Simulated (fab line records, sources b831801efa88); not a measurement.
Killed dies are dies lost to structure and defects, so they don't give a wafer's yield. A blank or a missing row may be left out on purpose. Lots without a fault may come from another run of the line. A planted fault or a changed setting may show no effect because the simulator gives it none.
Problem report in the 8D (eight disciplines) form, filled by code | flow sky130 | the parts of the form that need people (team, actions taken, sign-off) are left out

1. THE PROBLEM
cd_nm at SKY_SD_P_CD_MEAS_07 reads a mean of 436.7 nm on 1 wafer of 1 lot; wafers without a fault read 380.5 nm with a standard deviation of 2.5. That is +22 standard deviations from the usual mean.
The step: target cd 380 nm.
First seen on wafer L914.3, day 29 19:09, on cd_sem-02. The record holds 39 wafers of 13 lots with a number at this step. Rule for "out", or "out of limits": more than 4 standard deviations from the usual mean. The other wafers with a number count as sound.

2. WHAT IT IS AND WHAT IT IS NOT
question                    | is                | is not
which readings at this step | cd_nm             | -
which lots                  | L914              | L902, L903, L904, L905, L906, L907, L920, L921, L922, L923, L924, L925
which wafers of those lots  | L914.3            | L914.2, L914.6
read on which gauges        | cd_sem-02         | cd_sem-01
when                        | from day 29 19:09 | up to then (20 sound wafers); but 18 sound wafers of L920, L921, L922, L923, L924, L925 came after

3. SUSPECTS, AND WHAT RULES EACH OUT
Counting: a tool at a process step up to the reading stays a suspect if it ran every lot that is out. Sound lots after the first of them don't rule it out here, since some wafers of a struck lot are sound.
- the gauge at SKY_SD_P_CD_MEAS_07: ruled out. All the wafers that are out were read on cd_sem-02, but those of them that SKY_SD_P_STRIP_10 has rows for are out there too, on other tools.
- plasma_asher-03 at SKY_LDD_N_STRIP_16 (strips in O2/N2): kept. It ran the lot that is out, L914 (day 22 09:53); its last sound lot up to then is L904 (day 18 14:52).
- litho_track-03 at SKY_SD_P_COAT_02 (resist thk 1140 nm): kept. It ran the lot that is out, L914 (day 29 04:25); its last sound lot up to then is L907 (day 26 11:16).
Left after counting: plasma_asher-03 at SKY_LDD_N_STRIP_16, litho_track-03 at SKY_SD_P_COAT_02.

4. THE CAUSE (what the simulator had put in)
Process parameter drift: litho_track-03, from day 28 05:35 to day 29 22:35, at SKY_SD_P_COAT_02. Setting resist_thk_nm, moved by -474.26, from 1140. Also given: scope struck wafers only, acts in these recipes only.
Counting left 2 suspects, and this tool is among them.

5. THE CHAIN OF EFFECTS, in route order
Each row: a reading whose mean over the struck wafers that have a number lies more than 3 standard deviations from the usual. Only readings for which the record gives a usual standard deviation are gone through. hours: the time from each lot's start at the first step in this table that gives one to its start at this step, as a median over the lots. sigmas: the change in usual standard deviations.
hours | step                | reading                  | usual      | on struck wafers | change | sigmas
0     | SKY_SD_P_CD_MEAS_07 | cd_nm                    | 380.5 nm   | 436.7            | +56.2  | +22
0     | SKY_SD_P_STRIP_10   | oes_product_au           | 0.617 a.u. | 0.575            | -0.042 | -9.8
0     | SKY_SD_P_STRIP_10   | strip_time_to_endpoint_s | 17.52 s    | 12.09            | -5.43  | -99 or more
The process steps in it:
- SKY_SD_P_STRIP_10: strips in O2/N2.

6. WHAT WOULD HAVE CAUGHT IT SOONER
In this record the first reading out of limits at a measuring or inspecting step was taken at day 29 19:09, 38 hours after the fault began at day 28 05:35.
All the lots that are out (1) had begun SKY_SD_P_COAT_02 on litho_track-03 by day 29 19:09. A hold on the tool at that time would have spared none of them.
